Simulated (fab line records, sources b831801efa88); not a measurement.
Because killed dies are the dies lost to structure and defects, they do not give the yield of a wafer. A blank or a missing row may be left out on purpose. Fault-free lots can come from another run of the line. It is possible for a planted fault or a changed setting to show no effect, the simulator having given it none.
Which tool is to blame? / flow sky130 / Sampling: 13 lots, 39 wafers, 3 of 708 route steps

== WHAT THE GAUGES READ, wafer by wafer ==
SKY_SONOS_ONO_CD_MEAS_13: the cd target is 410 nm.
lot=L994; measured=day 12 12:26; on=cdSem-01; cdNm (nm)=410.0 409.2 408.9
lot=L995; measured=day 12 22:06; on=cdSem-02; cdNm (nm)=411.3 411.0 411.8
lot=L996; measured=day 13 15:42; on=cdSem-01; cdNm (nm)=407.2 406.2 410.9
lot=L997; measured=day 14 03:04; on=cdSem-01; cdNm (nm)=412.4 413.1 413.8
lot=L998; measured=day 14 11:25; on=cdSem-01; cdNm (nm)=405.9 407.5 407.9
lot=L999; measured=day 14 10:52; on=cdSem-02; cdNm (nm)=404.8 407.0 405.5
lot=L100; measured=day 14 18:02; on=cdSem-02; cdNm (nm)=410.3 410.4 409.2
lot=L101; measured=day 15 09:44; on=cdSem-02; cdNm (nm)=408.8 411.3 410.5
lot=L102; measured=day 15 11:46; on=cdSem-01; cdNm (nm)=409.3 408.8 409.3
lot=L110; measured=day 18 03:56; on=cdSem-01; cdNm (nm)=410.3 410.4 411.5
lot=L113; measured=day 19 04:26; on=cdSem-01; cdNm (nm)=411.5 410.8 413.1
lot=L115; measured=day 19 17:55; on=cdSem-02; cdNm (nm)=410.1 411.2 413.3
lot=L117; measured=day 20 16:49; on=cdSem-01; cdNm (nm)=411.5 409.9 411.7

SKY_GATE_OXIDE_OVL_MEAS_10.
lot=L994; measured=day 13 15:50; on=overlay-02; GATE_OXIDE_OVL (nm)=1.8 3.4 1.6
lot=L995; measured=day 14 02:11; on=overlay-01; GATE_OXIDE_OVL (nm)=3.1 3.2 2.2
lot=L996; measured=day 14 19:59; on=overlay-02; GATE_OXIDE_OVL (nm)=2.0 3.6 0.8
lot=L997; measured=day 15 09:49; on=overlay-01; GATE_OXIDE_OVL (nm)=0.8 -0.5 1.2
lot=L998; measured=day 15 16:52; on=overlay-02; GATE_OXIDE_OVL (nm)=0.8 -0.3 0.6
lot=L999; measured=day 15 16:27; on=overlay-02; GATE_OXIDE_OVL (nm)=0.0 -2.3 -2.2
lot=L100; measured=day 16 02:26; on=overlay-02; GATE_OXIDE_OVL (nm)=1.3 2.2 3.0
lot=L101; measured=day 16 15:25; on=overlay-01; GATE_OXIDE_OVL (nm)=-1.9 0.6 -0.4
lot=L102; measured=day 16 17:29; on=overlay-01; GATE_OXIDE_OVL (nm)=2.1 0.8 0.8
lot=L110; measured=day 19 12:49; on=overlay-02; GATE_OXIDE_OVL (nm)=-3.8 -2.6 -2.5
lot=L113; measured=day 20 13:47; on=overlay-01; GATE_OXIDE_OVL (nm)=2.5 0.4 1.3
lot=L115; measured=day 21 02:44; on=overlay-01; GATE_OXIDE_OVL (nm)=0.1 0.7 -1.0
lot=L117; measured=day 22 01:41; on=overlay-02; GATE_OXIDE_OVL (nm)=-1.7 3.2 2.3

== WHICH TOOL RAN EACH LOT (tool, then ch and the chambers of the sampled wafers, then the start) ==
lot=L994; SKY_FIELD_ISO_WET_ETCH_28=wetBench-01 ch 3, day 2 09:17
lot=L995; SKY_FIELD_ISO_WET_ETCH_28=wetBench-03 ch 2, day 2 15:20
lot=L996; SKY_FIELD_ISO_WET_ETCH_28=wetBench-01 ch 2, day 2 23:12
lot=L997; SKY_FIELD_ISO_WET_ETCH_28=wetBench-04 ch 0, day 3 04:46
lot=L998; SKY_FIELD_ISO_WET_ETCH_28=wetBench-04 ch 2, day 3 11:53
lot=L999; SKY_FIELD_ISO_WET_ETCH_28=wetBench-01 ch 0, day 3 13:26
lot=L100; SKY_FIELD_ISO_WET_ETCH_28=wetBench-03 ch 1, day 3 19:07
lot=L101; SKY_FIELD_ISO_WET_ETCH_28=wetBench-01 ch 3, day 3 22:57
lot=L102; SKY_FIELD_ISO_WET_ETCH_28=wetBench-03 ch 0, day 4 03:40
lot=L110; SKY_FIELD_ISO_WET_ETCH_28=wetBench-04 ch 2, day 5 19:50
lot=L113; SKY_FIELD_ISO_WET_ETCH_28=wetBench-03 ch 2, day 6 14:13
lot=L115; SKY_FIELD_ISO_WET_ETCH_28=wetBench-01 ch 0, day 6 22:47
lot=L117; SKY_FIELD_ISO_WET_ETCH_28=wetBench-03 ch 1, day 7 11:16
- SKY_FIELD_ISO_WET_ETCH_28: etches SiO2 in dHF, target depth 23.7 nm, time 47 s.

== AS READ BY THE TOOLS THEMSELVES (means over the sampled wafers that have a number; for cases with no such wafer, the mark the record gives instead) ==
SKY_FIELD_ISO_WET_ETCH_28.
lot=L994; tool=wetBench-01; runLengthS (s)=74
lot=L995; tool=wetBench-03; runLengthS (s)=75
lot=L996; tool=wetBench-01; runLengthS (s)=81
lot=L997; tool=wetBench-04; runLengthS (s)=79
lot=L998; tool=wetBench-04; runLengthS (s)=74
lot=L999; tool=wetBench-01; runLengthS (s)=80
lot=L100; tool=wetBench-03; runLengthS (s)=74
lot=L101; tool=wetBench-01; runLengthS (s)=74
lot=L102; tool=wetBench-03; runLengthS (s)=80
lot=L110; tool=wetBench-04; runLengthS (s)=93
lot=L113; tool=wetBench-03; runLengthS (s)=74
lot=L115; tool=wetBench-01; runLengthS (s)=71
lot=L117; tool=wetBench-03; runLengthS (s)=80

== THE ANSWER, worked out from the rows above alone ==
Rule: usual is defined by the lots themselves. Put in order of their means at a reading, lots are off if they are a third of the lots or fewer, leave a main group of 4 or more, and stand apart from it by a gap of 3 or more times the standard deviation of the main group's means; of several such gaps the widest counts. A main group is skipped when, at the precision printed for the reading in the tables above, its means are all equal. A lot without any number at a reading at which 4 lots or more have one is off too. Any other lot the step has rows for is counted as sound. After the gauges, taken in route order, come the tools' own readings; for these a lot's mean is taken, as printed above. At the first step where some lot is off, the reading lying furthest off is the one used; lots without a number count as furthest.
Off: L110 (SKY_FIELD_ISO_WET_ETCH_28, runLengthS). Mean 76 s and standard deviation 3.2 in the main group.
A tool fits if, at that step or a process step before it, it ran every lot that is off, and no sound lot after the first of them. One fits: SKY_FIELD_ISO_WET_ETCH_28 on wetBench-04. Its last sound lot is L998 (day 3 11:53), its first lot that is off L110 (day 5 19:50): a fault that began between those two fits.
On the lots that are off, the tool's own readings at SKY_FIELD_ISO_WET_ETCH_28 differ by more than 5 times the standard deviation of the sound lots' means, which bears it out; runLengthS reads 93 s there versus 76 s on the sound lots.

== WHAT HAD BEEN PUT IN BY THE SIMULATOR ==
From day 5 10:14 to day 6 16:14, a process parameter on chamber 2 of wetBench-04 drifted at SKY_FIELD_ISO_WET_ETCH_28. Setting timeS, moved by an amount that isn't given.
Struck lots among those shown: L110. The rule above reached the same finding.
